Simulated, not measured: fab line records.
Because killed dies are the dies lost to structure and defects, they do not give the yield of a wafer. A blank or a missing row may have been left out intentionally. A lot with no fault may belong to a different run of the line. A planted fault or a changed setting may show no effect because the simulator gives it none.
fab line records	flow gf180mcu
record lots=24	wafers=72	lastDay=34
route steps=602 shown CONTACT@291 V2@396 M4@457 V4@498 MIM@505
lots untouched by any fault: they come from a run of this same line in which no faults occurred
startH: hours from the record's opening day to when the first of the lot's shown wafers began	waitH: hours from the lot's prior step to this one	" identical to the entry in the row above	L1.1+2: several wafers, shown together as one row	- either no value or no given start	* or withheld: withheld	< > ~ a bound
route shown NAME@n: names a module that has steps shown in the file, with the first one's number in the route	usual: mean and standard deviation over wafers with no fault	same: alike in all rows	chamber/n: place in a boat	sites: each site's reading	_std_site: how widely they spread, as a standard deviation	_edge_site: inner sites' mean taken away from outer sites' mean	radiusMm: for every site, how far away it sits from the centre of the wafer	mask NAME#n: copy n	behind: the tool/chamber that last shaped the wafer	hold: cause of the lot's hold/its duration in hours/its outcome	device: transistor that didn't switch, given as n, p or np	end of line: tests run on the same wafers once the route is complete	a step without rows: its recipe alone	killed: count of dies lost to structure and defects at first sort (not the wafer's yield)	map: the dies of a wafer, with x for killed, . for not killed, _ for no die there
set.NAME: the setting as run; set.NAME@STEP: as run at that earlier step	model.NAME: the simulator's own value behind a step, which no gauge read
route steps across a sampled set of lots; one table per step, one row per wafer
services: the hour from which a tool's chamber was out of use, counted from the record's first day as startH (under 0 if before that day), plus the number of hours and why
## steps
# step GF_CONTACT_CMP_04
# recipe material=SiO2	downForcePsi=4	platenRpm=60	padVelocityMS=0.94248
# usual edgeZonePressureFrac=1.000/0.0053	motorCurrentA=11.7/1	timeToEndpointS=116/6
lot.wafer	tool	chamber	startH	waitH	edgeZonePressureFrac	motorCurrentA	timeToEndpointS
L074.1	cmp-01	3	327.63	0.1	1.003	12.0	108
L074.2	"	0	"	"	1.008	11.1	116
L074.6	"	3	"	"	1.002	13.2	108
L075.2	cmp-01	0	356.91	0.1	0.993	11.1	107
L075.4	"	1	"	"	0.996	10.7	109
L075.3	"	2	"	"	0.999	10.5	102
L076.2	cmp-01	1	371.82	0.0	0.996	11.3	113
L076.3	"	3	"	"	0.998	12.9	108
L076.1	"	0	"	"	0.996	11.4	111
L077.1	cmp-01	1	374.16	0.1	1.003	10.8	107
L077.3	"	2	"	"	1.009	10.2	111
L077.5	"	1	"	"	1.010	11.2	115
L078.4	cmp-02	2	388.02	0.0	1.008	11.5	123
L078.1	"	1	"	"	1.000	13.6	112
L078.5	"	3	"	"	0.997	11.1	117
L079.4	cmp-01	0	400.05	0.1	1.006	11.3	125
L079.1	"	1	"	"	0.990	10.8	116
L079.5	"	2	"	"	1.005	10.4	116
L081.3	cmp-01	1	405.90	0.1	1.005	11.3	111
L081.5	"	0	"	"	0.998	11.8	126
L081.6	"	1	"	"	1.003	11.0	122
L080.2	cmp-01	2	407.10	0.0	1.010	10.5	113
L080.3	"	0	"	"	1.003	11.2	112
L080.1	"	1	"	"	0.997	10.9	118
L082.4	cmp-01	2	419.74	0.1	1.000	10.7	118
L082.3	"	3	"	"	1.000	12.6	116
L082.5	"	1	"	"	0.999	11.6	116
L083.1	cmp-02	1	422.69	0.1	0.995	14.0	119
L083.3	"	3	"	"	1.001	11.0	119
L083.6	"	2	"	"	0.996	12.0	129
L084.3	cmp-01	3	440.76	0.5	0.992	12.3	117
L084.5	"	0	"	"	1.008	11.5	121
L084.6	"	1	"	"	1.000	11.0	131
L085.1	cmp-02	2	449.89	0.1	0.988	12.5	119
L085.2	"	1	"	"	0.997	13.8	122
L085.6	"	3	"	"	0.999	10.7	123
L087.2	cmp-02	0	453.48	0.0	0.988	12.0	111
L087.3	"	1	"	"	1.002	13.1	113
L087.5	"	0	"	"	0.997	11.9	114
L086.4	cmp-01	0	457.03	0.1	1.001	11.0	124
L086.5	"	2	"	"	1.000	10.4	122
L086.6	"	3	"	"	0.999	12.3	123
L088.4	cmp-02	0	475.09	0.0	1.002	11.3	117
L088.2	"	2	"	"	0.995	12.5	117
L088.5	"	0	"	"	1.008	12.1	114
L089.2	cmp-02	1	482.66	0.1	0.997	13.6	111
L089.1	"	2	"	"	1.000	12.1	117
L089.6	"	0	"	"	1.005	11.9	120
L090.1	cmp-02	1	484.61	0.1	1.007	13.5	99
L090.3	"	2	"	"	0.998	11.8	109
L090.6	"	0	"	"	1.011	11.9	111
L091.3	cmp-01	2	491.44	0.1	1.003	11.1	123
L091.1	"	3	"	"	1.010	12.9	120
L091.6	"	1	"	"	0.991	10.8	119
L092.4	cmp-02	1	504.34	0.2	1.007	13.7	108
L092.5	"	2	"	"	0.994	12.2	122
L092.6	"	3	"	"	0.999	11.2	111
L093.2	cmp-01	3	507.19	0.1	1.006	12.7	110
L093.1	"	0	"	"	1.000	11.0	111
L093.6	"	1	"	"	0.996	10.6	120
L094.1	cmp-02	2	515.63	0.1	1.007	11.7	105
L094.4	"	3	"	"	1.001	10.7	112
L094.3	"	1	"	"	1.007	13.5	105
L095.2	cmp-02	1	527.24	0.1	1.000	14.8	109
L095.4	"	3	"	"	0.998	11.4	118
L095.6	"	1	"	"	1.000	13.7	112
L096.2	cmp-01	0	528.49	0.0	1.009	10.9	113
L096.5	"	0	"	"	0.998	11.3	125
L096.6	"	1	"	"	0.989	11.5	116
L097.1	cmp-01	0	535.08	0.2	1.001	11.1	119
L097.4	"	2	"	"	0.989	10.6	115
L097.6	"	1	"	"	1.004	10.8	123
# step GF_V2_CD_MEAS_14
# recipe targetCdNm=260
# usual cdNm=260.2/1
lot.wafer	tool	chamber	startH	waitH	cdNm
L074.1	cdSem-01	-	449.67	0.1	261.6
L074.2	"	-	"	"	260.5
L074.6	"	-	"	"	261.2
L075.2	cdSem-02	-	483.00	0.1	260.4
L075.3	"	-	"	"	260.8
L075.4	"	-	"	"	260.7
L076.1	cdSem-02	-	498.48	0.1	260.7
L076.2	"	-	"	"	262.4
L076.3	"	-	"	"	260.4
L077.1	cdSem-02	-	500.13	0.1	259.0
L077.3	"	-	"	"	260.0
L077.5	"	-	"	"	259.2
L078.1	cdSem-02	-	515.82	0.1	260.3
L078.4	"	-	"	"	261.5
L078.5	"	-	"	"	261.3
L079.1	cdSem-02	-	526.93	0.1	260.9
L079.4	"	-	"	"	261.3
L079.5	"	-	"	"	260.7
L081.3	cdSem-01	-	533.12	0.1	260.2
L081.5	"	-	"	"	260.5
L081.6	"	-	"	"	259.5
L080.1	cdSem-01	-	533.52	0.1	259.6
L080.2	"	-	"	"	260.9
L080.3	"	-	"	"	260.7
L082.3	cdSem-01	-	544.82	0.1	260.6
L082.4	"	-	"	"	260.7
L082.5	"	-	"	"	260.0
L083.1	cdSem-01	-	548.27	0.1	260.5
L083.3	"	-	"	"	260.1
L083.6	"	-	"	"	259.6
L084.3	cdSem-02	-	565.67	0.1	261.0
L084.5	"	-	"	"	260.9
L084.6	"	-	"	"	260.7
L085.1	cdSem-02	-	574.62	0.1	258.8
L085.2	"	-	"	"	257.6
L085.6	"	-	"	"	259.5
L087.2	cdSem-01	-	576.29	0.1	261.1
L087.3	"	-	"	"	261.4
L087.5	"	-	"	"	260.8
L086.4	cdSem-01	-	579.49	0.1	259.6
L086.5	"	-	"	"	261.1
L086.6	"	-	"	"	261.3
L088.2	cdSem-01	-	595.20	0.1	261.2
L088.4	"	-	"	"	260.7
L088.5	"	-	"	"	259.4
L089.1	cdSem-02	-	604.87	0.1	259.1
L089.2	"	-	"	"	261.2
L089.6	"	-	"	"	259.1
L090.1	cdSem-01	-	605.02	0.1	260.9
L090.3	"	-	"	"	260.9
L090.6	"	-	"	"	260.2
L091.1	cdSem-01	-	607.92	0.1	260.5
L091.3	"	-	"	"	259.3
L091.6	"	-	"	"	260.3
L092.4	cdSem-01	-	624.83	0.1	259.2
L092.5	"	-	"	"	258.7
L092.6	"	-	"	"	259.4
L093.1	cdSem-02	-	625.12	0.1	259.9
L093.2	"	-	"	"	260.5
L093.6	"	-	"	"	261.4
L094.1	cdSem-02	-	629.83	0.1	259.0
L094.3	"	-	"	"	259.1
L094.4	"	-	"	"	259.7
L095.2	cdSem-01	-	640.14	0.1	259.8
L095.4	"	-	"	"	259.9
L095.6	"	-	"	"	260.6
L096.2	cdSem-01	-	642.34	0.1	259.8
L096.5	"	-	"	"	259.3
L096.6	"	-	"	"	259.3
L097.1	cdSem-02	-	647.73	0.1	259.0
L097.4	"	-	"	"	259.8
L097.6	"	-	"	"	260.3
# step GF_M4_SPUTTER_01
# recipe material=TiN	targetThkNm=30	powerW=6500	timeS=25	chamberPressurePa=0.4
# usual throttleValvePct=29.7/0.83
lot.wafer	tool	chamber	startH	waitH	throttleValvePct
L074.1	pvdSputter-03	-	502.58	0.1	28.2
L074.2	"	-	"	"	29.1
L074.6	"	-	"	"	28.0
L075.2	pvdSputter-03	-	534.57	0.1	28.9
L075.3	"	-	"	"	28.3
L075.4	"	-	"	"	30.7
L076.1	pvdSputter-03	-	550.29	0.1	28.0
L076.2	"	-	"	"	29.5
L076.3	"	-	"	"	28.9
L077.1	pvdSputter-01	-	551.25	0.1	30.1
L077.3	"	-	"	"	29.3
L077.5	"	-	"	"	29.0
L078.1	pvdSputter-01	-	565.40	0.1	30.2
L078.4	"	-	"	"	30.6
L078.5	"	-	"	"	28.7
L079.1	pvdSputter-03	-	576.26	0.1	29.3
L079.4	"	-	"	"	29.1
L079.5	"	-	"	"	29.1
L081.3	pvdSputter-03	-	582.69	0.1	29.3
L081.5	"	-	"	"	28.8
L081.6	"	-	"	"	29.4
L080.1	pvdSputter-01	-	583.01	0.1	28.6
L080.2	"	-	"	"	30.3
L080.3	"	-	"	"	30.4
L082.3	pvdSputter-01	-	593.65	0.1	30.1
L082.4	"	-	"	"	30.6
L082.5	"	-	"	"	30.1
L083.1	pvdSputter-03	-	595.42	0.1	27.8
L083.3	"	-	"	"	31.1
L083.6	"	-	"	"	28.9
L084.3	pvdSputter-04	-	613.00	0.1	31.1
L084.5	"	-	"	"	30.2
L084.6	"	-	"	"	29.3
L085.1	pvdSputter-04	-	621.59	0.1	31.2
L085.2	"	-	"	"	30.3
L085.6	"	-	"	"	30.2
L087.2	pvdSputter-04	-	626.16	0.1	30.6
L087.3	"	-	"	"	31.2
L087.5	"	-	"	"	29.6
L086.4	pvdSputter-04	-	627.00	0.1	29.0
L086.5	"	-	"	"	30.1
L086.6	"	-	"	"	29.2
L088.2	pvdSputter-03	-	641.39	0.1	29.4
L088.4	"	-	"	"	28.1
L088.5	"	-	"	"	29.4
L089.1	pvdSputter-01	-	650.09	0.1	28.9
L089.2	"	-	"	"	29.7
L089.6	"	-	"	"	28.9
L090.1	pvdSputter-04	-	650.79	0.1	30.2
L090.3	"	-	"	"	29.7
L090.6	"	-	"	"	31.0
L091.1	pvdSputter-01	-	652.69	0.1	28.9
L091.3	"	-	"	"	29.8
L091.6	"	-	"	"	30.2
L092.4	pvdSputter-04	-	667.83	0.1	28.8
L092.5	"	-	"	"	31.1
L092.6	"	-	"	"	29.8
L093.1	pvdSputter-04	-	668.78	0.1	30.1
L093.2	"	-	"	"	31.1
L093.6	"	-	"	"	29.6
L094.1	pvdSputter-04	-	674.00	0.1	30.2
L094.3	"	-	"	"	29.9
L094.4	"	-	"	"	29.1
L095.2	pvdSputter-01	-	683.18	0.1	30.4
L095.4	"	-	"	"	30.0
L095.6	"	-	"	"	29.0
L096.2	pvdSputter-04	-	685.75	0.1	29.5
L096.5	"	-	"	"	29.4
L096.6	"	-	"	"	30.2
L097.1	pvdSputter-01	-	691.38	0.1	29.9
L097.4	"	-	"	"	28.9
L097.6	"	-	"	"	29.0
# step GF_M4_CD_MEAS_14
# recipe targetCdNm=280
# usual cdNm=280.1/1.3
lot.wafer	tool	chamber	startH	waitH	cdNm
L074.1	cdSem-01	-	526.58	0.1	280.1
L074.2	"	-	"	"	279.6
L074.6	"	-	"	"	280.2
L075.2	cdSem-01	-	556.60	0.1	280.0
L075.3	"	-	"	"	280.5
L075.4	"	-	"	"	279.2
L076.1	cdSem-02	-	571.89	0.2	281.6
L076.2	"	-	"	"	281.4
L076.3	"	-	"	"	280.9
L077.1	cdSem-02	-	572.84	0.2	280.7
L077.3	"	-	"	"	279.8
L077.5	"	-	"	"	280.3
L078.1	cdSem-02	-	587.07	0.1	282.2
L078.4	"	-	"	"	281.2
L078.5	"	-	"	"	281.5
L079.1	cdSem-01	-	597.62	0.1	278.9
L079.4	"	-	"	"	280.1
L079.5	"	-	"	"	279.6
L081.3	cdSem-01	-	603.47	0.1	278.8
L081.5	"	-	"	"	278.2
L081.6	"	-	"	"	279.3
L080.1	cdSem-01	-	604.13	0.1	282.3
L080.2	"	-	"	"	282.3
L080.3	"	-	"	"	282.5
L082.3	cdSem-02	-	614.11	0.1	278.5
L082.4	"	-	"	"	279.1
L082.5	"	-	"	"	278.0
L083.1	cdSem-02	-	616.52	0.1	279.8
L083.3	"	-	"	"	279.2
L083.6	"	-	"	"	280.8
L084.3	cdSem-02	-	633.76	0.1	279.9
L084.5	"	-	"	"	279.1
L084.6	"	-	"	"	280.3
L085.1	cdSem-02	-	641.08	0.1	280.0
L085.2	"	-	"	"	280.3
L085.6	"	-	"	"	281.5
L087.2	cdSem-01	-	645.99	0.1	278.4
L087.3	"	-	"	"	278.7
L087.5	"	-	"	"	278.7
L086.4	cdSem-02	-	646.68	0.1	280.5
L086.5	"	-	"	"	281.3
L086.6	"	-	"	"	279.8
L088.2	cdSem-01	-	660.94	0.1	277.5
L088.4	"	-	"	"	277.8
L088.5	"	-	"	"	278.6
L089.1	cdSem-02	-	669.17	0.1	278.3
L089.2	"	-	"	"	279.8
L089.6	"	-	"	"	279.1
L090.1	cdSem-01	-	670.29	0.2	281.6
L090.3	"	-	"	"	281.8
L090.6	"	-	"	"	282.3
L091.1	cdSem-02	-	672.12	0.1	278.9
L091.3	"	-	"	"	281.5
L091.6	"	-	"	"	279.2
L092.4	cdSem-01	-	686.54	0.1	282.2
L092.5	"	-	"	"	280.6
L092.6	"	-	"	"	281.5
L093.1	cdSem-01	-	687.97	0.1	279.5
L093.2	"	-	"	"	279.7
L093.6	"	-	"	"	280.1
L094.1	cdSem-01	-	693.42	0.1	281.0
L094.3	"	-	"	"	280.3
L094.4	"	-	"	"	280.6
L095.2	cdSem-02	-	701.95	0.1	281.7
L095.4	"	-	"	"	280.8
L095.6	"	-	"	"	280.9
L096.2	cdSem-01	-	705.14	0.1	277.8
L096.5	"	-	"	"	279.5
L096.6	"	-	"	"	279.0
L097.1	cdSem-02	-	710.18	0.1	280.1
L097.4	"	-	"	"	279.0
L097.6	"	-	"	"	279.3
# step GF_V4_SPUTTER_22
# recipe material=TiN	targetThkNm=10	chamberPressurePa=5	powerW=4000	timeS=40
# usual throttleValvePct=29.9/1.1
lot.wafer	tool	chamber	startH	waitH	throttleValvePct
L074.1	pvdSputter-03	-	551.18	0.0	31.0
L074.2	"	-	"	"	28.3
L074.6	"	-	"	"	29.4
L075.2	pvdSputter-02	-	581.00	0.0	30.3
L075.3	"	-	"	"	29.3
L075.4	"	-	"	"	31.0
L076.1	pvdSputter-04	-	595.40	0.0	29.2
L076.2	"	-	"	"	30.2
L076.3	"	-	"	"	31.2
L077.1	pvdSputter-04	-	596.42	0.0	30.0
L077.3	"	-	"	"	29.0
L077.5	"	-	"	"	30.2
L078.1	pvdSputter-04	-	609.76	0.0	30.1
L078.4	"	-	"	"	29.2
L078.5	"	-	"	"	29.6
L079.1	pvdSputter-04	-	620.05	0.0	31.1
L079.4	"	-	"	"	30.0
L079.5	"	-	"	"	31.2
L081.3	pvdSputter-03	-	626.47	0.0	29.3
L081.5	"	-	"	"	28.1
L081.6	"	-	"	"	29.6
L080.1	pvdSputter-02	-	627.19	0.0	30.3
L080.2	"	-	"	"	30.9
L080.3	"	-	"	"	31.9
L082.3	pvdSputter-04	-	636.27	0.1	29.6
L082.4	"	-	"	"	30.3
L082.5	"	-	"	"	29.8
L083.1	pvdSputter-04	-	638.37	0.1	30.3
L083.3	"	-	"	"	29.1
L083.6	"	-	"	"	29.7
L084.3	pvdSputter-02	-	655.95	0.0	29.1
L084.5	"	-	"	"	32.1
L084.6	"	-	"	"	30.8
L085.1	pvdSputter-04	-	662.35	0.0	30.3
L085.2	"	-	"	"	31.2
L085.6	"	-	"	"	31.0
L087.2	pvdSputter-03	-	667.41	0.0	30.8
L087.3	"	-	"	"	28.1
L087.5	"	-	"	"	30.9
L086.4	pvdSputter-03	-	668.08	0.0	29.1
L086.5	"	-	"	"	27.9
L086.6	"	-	"	"	30.7
L088.2	pvdSputter-04	-	682.57	0.0	31.0
L088.4	"	-	"	"	29.1
L088.5	"	-	"	"	30.4
L089.1	pvdSputter-03	-	690.93	0.0	29.2
L089.2	"	-	"	"	28.0
L089.6	"	-	"	"	28.9
L090.1	pvdSputter-03	-	691.37	0.0	28.3
L090.3	"	-	"	"	29.2
L090.6	"	-	"	"	28.1
L091.1	pvdSputter-02	-	693.65	0.0	31.0
L091.3	"	-	"	"	30.2
L091.6	"	-	"	"	30.5
L092.4	pvdSputter-03	-	707.36	0.0	27.9
L092.5	"	-	"	"	29.2
L092.6	"	-	"	"	28.3
L093.1	pvdSputter-03	-	708.77	0.0	28.9
L093.2	"	-	"	"	30.8
L093.6	"	-	"	"	30.6
L094.1	pvdSputter-02	-	714.21	0.0	30.4
L094.3	"	-	"	"	31.0
L094.4	"	-	"	"	29.0
L095.2	pvdSputter-03	-	723.16	0.0	28.1
L095.4	"	-	"	"	30.5
L095.6	"	-	"	"	30.6
L096.2	pvdSputter-02	-	725.66	0.0	29.2
L096.5	"	-	"	"	30.9
L096.6	"	-	"	"	31.9
L097.1	pvdSputter-03	-	730.95	0.0	28.0
L097.4	"	-	"	"	31.0
L097.6	"	-	"	"	30.6
# step GF_MIM_SPUTTER_02
# recipe material=AlCu	targetThkNm=450	powerW=10600	timeS=23.9	chamberPressurePa=0.4
# usual throttleValvePct=29.9/1
lot.wafer	tool	chamber	startH	waitH	throttleValvePct
L074.1	pvdSputter-03	-	552.18	0.0	28.3
L074.2	"	-	"	"	29.4
L074.6	"	-	"	"	29.0
L075.2	pvdSputter-03	-	581.77	0.0	29.0
L075.3	"	-	"	"	30.7
L075.4	"	-	"	"	30.6
L076.1	pvdSputter-01	-	596.29	0.0	30.3
L076.2	"	-	"	"	30.2
L076.3	"	-	"	"	28.8
L077.1	pvdSputter-01	-	597.31	0.0	30.4
L077.3	"	-	"	"	29.9
L077.5	"	-	"	"	30.1
L078.1	pvdSputter-01	-	610.54	0.0	28.6
L078.4	"	-	"	"	30.6
L078.5	"	-	"	"	30.5
L079.1	pvdSputter-02	-	620.82	0.0	29.0
L079.4	"	-	"	"	31.8
L079.5	"	-	"	"	30.5
L081.3	pvdSputter-01	-	627.34	0.0	29.4
L081.5	"	-	"	"	28.6
L081.6	"	-	"	"	30.6
L080.1	pvdSputter-02	-	627.95	0.0	32.1
L080.2	"	-	"	"	30.4
L080.3	"	-	"	"	30.9
L082.3	pvdSputter-02	-	637.25	0.0	30.9
L082.4	"	-	"	"	31.9
L082.5	"	-	"	"	30.4
L083.1	pvdSputter-02	-	639.17	0.0	30.5
L083.3	"	-	"	"	30.9
L083.6	"	-	"	"	31.0
L084.3	pvdSputter-03	-	656.75	0.0	29.3
L084.5	"	-	"	"	28.9
L084.6	"	-	"	"	30.7
L085.1	pvdSputter-01	-	663.11	0.0	30.2
L085.2	"	-	"	"	29.0
L085.6	"	-	"	"	30.7
L087.2	pvdSputter-01	-	668.17	0.0	28.8
L087.3	"	-	"	"	30.6
L087.5	"	-	"	"	29.0
L086.4	pvdSputter-03	-	668.84	0.0	28.8
L086.5	"	-	"	"	28.5
L086.6	"	-	"	"	30.6
L088.2	pvdSputter-02	-	683.33	0.0	30.7
L088.4	"	-	"	"	29.6
L088.5	"	-	"	"	29.4
L089.1	pvdSputter-02	-	691.70	0.0	30.9
L089.2	"	-	"	"	30.1
L089.6	"	-	"	"	31.9
L090.1	pvdSputter-02	-	692.30	0.0	30.2
L090.3	"	-	"	"	30.8
L090.6	"	-	"	"	31.9
L091.1	pvdSputter-03	-	694.42	0.0	28.2
L091.3	"	-	"	"	29.2
L091.6	"	-	"	"	27.9
L092.4	pvdSputter-02	-	708.12	0.0	30.3
L092.5	"	-	"	"	30.8
L092.6	"	-	"	"	30.4
L093.1	pvdSputter-02	-	709.53	0.0	30.8
L093.2	"	-	"	"	29.2
L093.6	"	-	"	"	31.7
L094.1	pvdSputter-01	-	714.97	0.0	28.5
L094.3	"	-	"	"	29.3
L094.4	"	-	"	"	29.0
L095.2	pvdSputter-02	-	723.92	0.0	30.2
L095.4	"	-	"	"	29.1
L095.6	"	-	"	"	30.5
L096.2	pvdSputter-03	-	726.51	0.0	30.7
L096.5	"	-	"	"	29.0
L096.6	"	-	"	"	29.2
L097.1	pvdSputter-01	-	752.40	0.0	29.3
L097.4	"	-	"	"	30.1
L097.6	"	-	"	"	30.5
## services
tool	chamber	startH	hours	kind
cmp-01	-	312.95	9.8	repair
pvdSputter-02	-	321.70	2.6	repair
cmp-01	-	357.29	0.8	repair
pvdSputter-01	-	369.77	4.6	repair
pvdSputter-04	-	385.74	6.9	repair
pvdSputter-01	-	413.65	0.5	repair
pvdSputter-03	-	415.82	8.1	repair
cmp-01	-	434.23	2.5	repair
pvdSputter-04	-	435.08	3.1	repair
pvdSputter-01	-	474.95	6.7	repair
pvdSputter-02	-	507.27	22.3	repair
cmp-01	-	511.98	0.9	repair
cmp-01	-	524.60	1.3	repair
pvdSputter-02	-	525.05	1.4	repair
pvdSputter-02	-	543.64	8.2	repair
pvdSputter-04	-	549.18	17.0	repair
cmp-01	-	573.51	4.0	pm
cmp-01	-	579.10	5.4	pm
cmp-01	-	584.46	3.9	pm
pvdSputter-02	-	591.56	0.6	repair
pvdSputter-03	-	609.21	2.7	repair
pvdSputter-01	-	631.86	8.5	repair
pvdSputter-03	-	682.18	2.4	repair
pvdSputter-02	-	745.47	0.8	repair
## key
fault none
